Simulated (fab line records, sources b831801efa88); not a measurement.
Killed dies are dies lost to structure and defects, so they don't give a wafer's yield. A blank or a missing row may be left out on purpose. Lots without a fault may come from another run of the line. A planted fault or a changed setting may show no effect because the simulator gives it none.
A struck lot beside a sound one | flow sky130 | 21 steps out of a route of 708
Sound: wafers L185.1, L185.3, L185.5. Struck: wafers L198.1, L198.2, L198.5. The cause comes at the end.
At each step with rows: each side's tool, then ch and its chambers, then its first start. Under that, the readings that differ: sound wafers | struck wafers | difference of the means | sigmas: that difference in standard deviations of wafers without a fault.
alike: readings whose means differ by less than 2 such deviations, and words and numbers that are the same on both sides. not compared: withheld readings, readings that some wafer has no value for, bounds like >300 that may hide the same value, and numbers for which the record gives no deviation and whose values overlap.
The two part at a step that has a row with sigmas, a row that says differs or no value, or rows on one side only. Numbers that don't overlap but have no deviation are shown without sigmas and don't part them. A reading that every wafer of one side lacks parts them only if that side has two wafers or more.

first, 1 step without rows for these wafers: SKY_GATE_OXIDE_DEVELOP_09 (develop time 60 s).
SKY_GATE_OXIDE_OVL_MEAS_10:
  sound on overlay-01, day 16 03:43; struck on overlay-01, day 21 09:07
  alike: GATE_OXIDE_OVL
then, 2 steps without rows for these wafers: SKY_GATE_OXIDE_IMPLANT_11; SKY_GATE_OXIDE_WET_ETCH_12 (etches SiO2 in dHF, target depth 16.8 nm, time 336 s).
SKY_GATE_OXIDE_STRIP_13: strips in O2/N2.
  sound on plasma_asher-04 ch 0,1, day 16 04:08; struck on plasma_asher-01 ch 0,1, day 21 09:25
  alike: chamber_pressure_mTorr, drypump_motor_current_A, n2_flow_sccm, oes_product_au, strip_time_to_endpoint_s
  not compared: rf_hours_counter_h
SKY_GATE_OXIDE_TW_MEAS_14:
  sound on film_metro-02, day 16 04:14; struck on film_metro-01, day 21 09:31
  alike: GATE_OXIDE_TW
then, 3 steps without rows for these wafers: SKY_GATE_OXIDE_CLEAN_15 (cleans in SC1/SC2, time 150 s); SKY_GATE_OXIDE_OXIDATION_16 (stabilise 600 s, purge 300 s, target thk 3.57 nm); SKY_POLY_GATE_CVD_00 (deposits poly-Si, target thk 180 nm, time 720 s).
SKY_POLY_GATE_THK_MEAS_01:
  sound on film_metro-03, day 16 08:22; struck on film_metro-04, day 21 12:21
  alike: POLY_GATE_CVD_00_THK
then, 2 steps without rows for these wafers: SKY_RES_PROTECT_DEHYDRATE_00 (time 60 s); SKY_RES_PROTECT_HMDS_01 (prime time 60 s).
SKY_RES_PROTECT_COAT_02: resist thk 1140 nm.
  sound on litho_track-04 ch 0, day 16 21:58; struck on litho_track-04 ch 0, day 22 03:52
  reading                                          | sound          | struck         | difference | sigmas
  model.NOVOLAK_of_RES_PROTECT_COAT_02.thk_nm (nm) | 1135 1139 1137 | 1221 1218 1224 | +84        |
then, 3 steps without rows for these wafers: SKY_RES_PROTECT_SOFTBAKE_03 (time 60 s); SKY_RES_PROTECT_EXPOSE_04 (exposes mask RPM, target cd 1270 nm); SKY_RES_PROTECT_PEB_05.
SKY_RES_PROTECT_DEVELOP_06: develop time 60 s.
  sound on litho_track-04 ch 0, day 17 12:19; struck on litho_track-03 ch 0, day 22 19:21
  reading                                          | sound          | struck         | difference | sigmas
  model.NOVOLAK_of_RES_PROTECT_COAT_02.thk_nm (nm) | 1134 1139 1137 | 1220 1217 1223 | +83        |
then, 1 step without rows for these wafers: SKY_POLY_GATE_IMPLANT_02.
SKY_RES_PROTECT_STRIP_07: strips in O2/N2.
  sound on plasma_asher-01 ch 0,1, day 17 12:37; struck on plasma_asher-02 ch 0,1, day 22 19:39
  reading                      | sound             | struck            | difference | sigmas
  oes_product_au (a.u.)        | 0.511 0.510 0.515 | 0.530 0.527 0.523 | +0.015     | +3
  strip_time_to_endpoint_s (s) | 23.23 23.28 23.25 | 24.19 24.15 24.22 | +0.93      | +19
  alike: chamber_pressure_mTorr, drypump_motor_current_A, n2_flow_sccm
  not compared: rf_hours_counter_h
SKY_RES_PROTECT_TW_MEAS_08:
  sound on film_metro-03, day 17 12:43; struck on film_metro-01, day 22 19:45
  alike: POLY_GATE_TW
SKY_PAD_OPEN_PROBE_99:
  the record has rows for the sound wafers here (prober-02, day 47 17:18) and none for the struck ones

WHERE THEY PART
First at SKY_RES_PROTECT_STRIP_07; last, within this record, at SKY_PAD_OPEN_PROBE_99.

WHY: what the simulator had put in
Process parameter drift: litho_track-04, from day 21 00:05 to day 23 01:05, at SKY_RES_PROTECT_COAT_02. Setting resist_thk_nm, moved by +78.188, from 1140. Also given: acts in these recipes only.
